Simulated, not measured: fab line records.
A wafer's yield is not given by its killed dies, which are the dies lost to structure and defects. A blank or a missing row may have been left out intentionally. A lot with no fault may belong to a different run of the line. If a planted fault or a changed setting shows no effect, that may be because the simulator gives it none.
Tool commonality check + flow sky130 + 14 lots, 42 wafers sampled

REASON IT WAS OPENED
Of 14 lots, 2 have the reading LDD_N_TW flagged at SKY_LDD_N_TW_MEAS_17. Fault-free wafers read 2574, with a standard deviation of 14.
Rule: a lot gets a flag if all its wafers with a number sit over 4 standard deviations from that mean, or if no wafer of it has a number. The rest of the lots are taken to be sound.

| lot  | measured     | on           | LDD_N_TW, wafer by wafer | flag    |
|------|--------------|--------------|--------------------------|---------|
| L228 | day 19 07:25 | filmMetro-03 | 2580 2582 2570           |         |
| L226 | day 19 07:46 | filmMetro-02 | 2547 2580 2550           |         |
| L229 | day 19 16:37 | filmMetro-03 | 2564 2575 2570           |         |
| L233 | day 20 06:39 | filmMetro-02 | 2541 2558 2533           |         |
| L232 | day 20 06:47 | filmMetro-03 | 2441 2439 2440           | FLAGGED |
| L235 | day 21 02:27 | filmMetro-03 | 2457 2436 2451           | FLAGGED |
| L234 | day 21 04:58 | filmMetro-01 | 2603 2592 2564           |         |
| L236 | day 22 15:31 | filmMetro-03 | 2580 2583 2573           |         |
| L240 | day 23 16:48 | filmMetro-03 | 2580 2585 2570           |         |
| L243 | day 24 02:55 | filmMetro-01 | 2572 2587 2573           |         |
| L245 | day 24 08:42 | filmMetro-01 | 2590 2580 2568           |         |
| L247 | day 25 15:23 | filmMetro-03 | 2576 2564 2583           |         |
| L248 | day 25 16:50 | filmMetro-01 | 2581 2578 2581           |         |
| L249 | day 26 00:44 | filmMetro-01 | 2570 2594 2587           |         |
The mean of the flagged lots' numbers is 2444, -130 from the usual (-9 standard deviations).

EACH LOT AND THE TOOL IT RAN ON
Before the reading, the record contains 4 process steps out of a 708-step route. In each cell: the tool, then ch and the chambers that the sampled wafers went through, then the start.
| lot  | flag    | SKY_SONOS_ONO_STRIP_17              | SKY_RES_PROTECT_STRIP_07            | SKY_LDD_N_IMPLANT_08            | SKY_LDD_N_STRIP_16                  |
|------|---------|-------------------------------------|-------------------------------------|---------------------------------|-------------------------------------|
| L228 |         | plasmaAsher-04 ch 0,1, day 13 12:12 | plasmaAsher-03 ch 0,1, day 16 12:05 | implanter-02 ch 0, day 19 06:08 | plasmaAsher-01 ch 0,1, day 19 07:19 |
| L226 |         | plasmaAsher-04 ch 0,1, day 12 22:33 | plasmaAsher-02 ch 0,1, day 16 12:23 | implanter-03 ch 0, day 19 06:25 | plasmaAsher-02 ch 0,1, day 19 07:40 |
| L229 |         | plasmaAsher-02 ch 0,1, day 14 03:08 | plasmaAsher-02 ch 0,1, day 16 18:13 | implanter-02 ch 0, day 19 15:19 | plasmaAsher-04 ch 0,1, day 19 16:30 |
| L233 |         | plasmaAsher-04 ch 0,1, day 14 20:29 | plasmaAsher-03 ch 0,1, day 17 11:22 | implanter-04 ch 0, day 20 05:21 | plasmaAsher-02 ch 0,1, day 20 06:33 |
| L232 | FLAGGED | plasmaAsher-04 ch 0,1, day 14 16:59 | plasmaAsher-01 ch 0,1, day 17 11:35 | implanter-02, day 20 05:29      | plasmaAsher-01 ch 0,1, day 20 06:40 |
| L235 | FLAGGED | plasmaAsher-04 ch 1, day 15 13:59   | plasmaAsher-03 ch 0,1, day 18 07:56 | implanter-02, day 21 01:09      | plasmaAsher-02 ch 0,1, day 21 02:21 |
| L234 |         | plasmaAsher-02 ch 1, day 15 09:41   | plasmaAsher-01 ch 1, day 18 08:10   | implanter-02 ch 0, day 21 03:40 | plasmaAsher-04 ch 0, day 21 04:52   |
| L236 |         | plasmaAsher-02 ch 0,1, day 16 12:47 | plasmaAsher-03 ch 0,1, day 19 16:38 | implanter-03 ch 0, day 22 14:13 | plasmaAsher-02 ch 0,1, day 22 15:25 |
| L240 |         | plasmaAsher-04 ch 0,1, day 17 22:08 | plasmaAsher-03 ch 0,1, day 20 22:26 | implanter-04 ch 0, day 23 15:30 | plasmaAsher-02 ch 0,1, day 23 16:42 |
| L243 |         | plasmaAsher-02 ch 0,1, day 18 13:00 | plasmaAsher-03 ch 0,1, day 21 09:31 | implanter-02 ch 0, day 24 01:37 | plasmaAsher-04 ch 0,1, day 24 02:48 |
| L245 |         | plasmaAsher-01 ch 0,1, day 18 22:17 | plasmaAsher-01 ch 0,1, day 21 17:41 | implanter-02 ch 0, day 24 07:24 | plasmaAsher-01 ch 0,1, day 24 08:36 |
| L247 |         | plasmaAsher-02 ch 0,1, day 20 00:01 | plasmaAsher-02 ch 0,1, day 22 17:49 | implanter-02 ch 0, day 25 14:07 | plasmaAsher-04 ch 0,1, day 25 15:17 |
| L248 |         | plasmaAsher-01 ch 0,1, day 20 06:31 | plasmaAsher-02 ch 0,1, day 23 00:00 | implanter-02 ch 0, day 25 15:34 | plasmaAsher-02 ch 0,1, day 25 16:45 |
| L249 |         | plasmaAsher-02 ch 1, day 20 15:13   | plasmaAsher-01 ch 0,1, day 23 07:55 | implanter-03 ch 0, day 25 23:26 | plasmaAsher-01 ch 0,1, day 26 00:37 |
What these steps do:
- SKY_SONOS_ONO_STRIP_17: strips in O2/N2.
- SKY_RES_PROTECT_STRIP_07: strips in O2/N2.
- SKY_LDD_N_IMPLANT_08
- SKY_LDD_N_STRIP_16: strips in O2/N2.
- SKY_LDD_N_TW_MEAS_17

FLAGGED AGAINST TOTAL, ONE TOOL AT A TIME (gauges that did the reading follow at the end)
| step                     | tool           | lots run | flagged | share of the flagged lots | sound lots run after its first flagged lot |
|--------------------------|----------------|----------|---------|---------------------------|--------------------------------------------|
| SKY_SONOS_ONO_STRIP_17   | plasmaAsher-01 | 2        | 0       | none                      | -                                          |
| SKY_SONOS_ONO_STRIP_17   | plasmaAsher-02 | 6        | 0       | none                      | -                                          |
| SKY_SONOS_ONO_STRIP_17   | plasmaAsher-04 | 6        | 2       | all                       | 2 (L233,L240)                              |
| SKY_RES_PROTECT_STRIP_07 | plasmaAsher-01 | 4        | 1       | some                      | 3 (L234,L245,L249)                         |
| SKY_RES_PROTECT_STRIP_07 | plasmaAsher-02 | 4        | 0       | none                      | -                                          |
| SKY_RES_PROTECT_STRIP_07 | plasmaAsher-03 | 6        | 1       | some                      | 3 (L236,L240,L243)                         |
| SKY_LDD_N_IMPLANT_08     | implanter-02   | 9        | 2       | all                       | 5 (L234,L243,L245,L247,L248)               |
| SKY_LDD_N_IMPLANT_08     | implanter-03   | 3        | 0       | none                      | -                                          |
| SKY_LDD_N_IMPLANT_08     | implanter-04   | 2        | 0       | none                      | -                                          |
| SKY_LDD_N_STRIP_16       | plasmaAsher-01 | 4        | 1       | some                      | 2 (L245,L249)                              |
| SKY_LDD_N_STRIP_16       | plasmaAsher-02 | 6        | 1       | some                      | 3 (L236,L240,L248)                         |
| SKY_LDD_N_STRIP_16       | plasmaAsher-04 | 4        | 0       | none                      | -                                          |
| SKY_LDD_N_TW_MEAS_17     | filmMetro-01   | 5        | 0       | none                      | -                                          |
| SKY_LDD_N_TW_MEAS_17     | filmMetro-02   | 2        | 0       | none                      | -                                          |
| SKY_LDD_N_TW_MEAS_17     | filmMetro-03   | 7        | 2       | all                       | 3 (L236,L240,L247)                         |

THE TABLE: WHAT IT ALLOWS
All flagged lots were run by 3 table rows, namely plasmaAsher-04 at SKY_SONOS_ONO_STRIP_17, implanter-02 at SKY_LDD_N_IMPLANT_08, filmMetro-03 at SKY_LDD_N_TW_MEAS_17.
- plasmaAsher-04 at SKY_SONOS_ONO_STRIP_17: 2 of its 6 lots flagged. After the first flagged lot (L233, L240), sound lots still ran on it; a lasting fault on the whole tool would not permit that.
- implanter-02 at SKY_LDD_N_IMPLANT_08: 2 of its 9 lots flagged. After the first flagged lot (L234, L243, L245, L247, L248), sound lots still ran on it; a lasting fault on the whole tool would not permit that. On the flagged lots its readings are blank where sound lots have values: beamEnergyKeV, beamOnS, rotationDeg.
- filmMetro-03 at SKY_LDD_N_TW_MEAS_17: 2 of its 7 lots flagged. After the first flagged lot (L236, L240, L247), sound lots still ran on it; a lasting fault on the whole tool would not permit that.
Not one row of the table ran every flagged lot while running no sound lot after the first.

WHAT THE SIMULATOR HAD INSERTED
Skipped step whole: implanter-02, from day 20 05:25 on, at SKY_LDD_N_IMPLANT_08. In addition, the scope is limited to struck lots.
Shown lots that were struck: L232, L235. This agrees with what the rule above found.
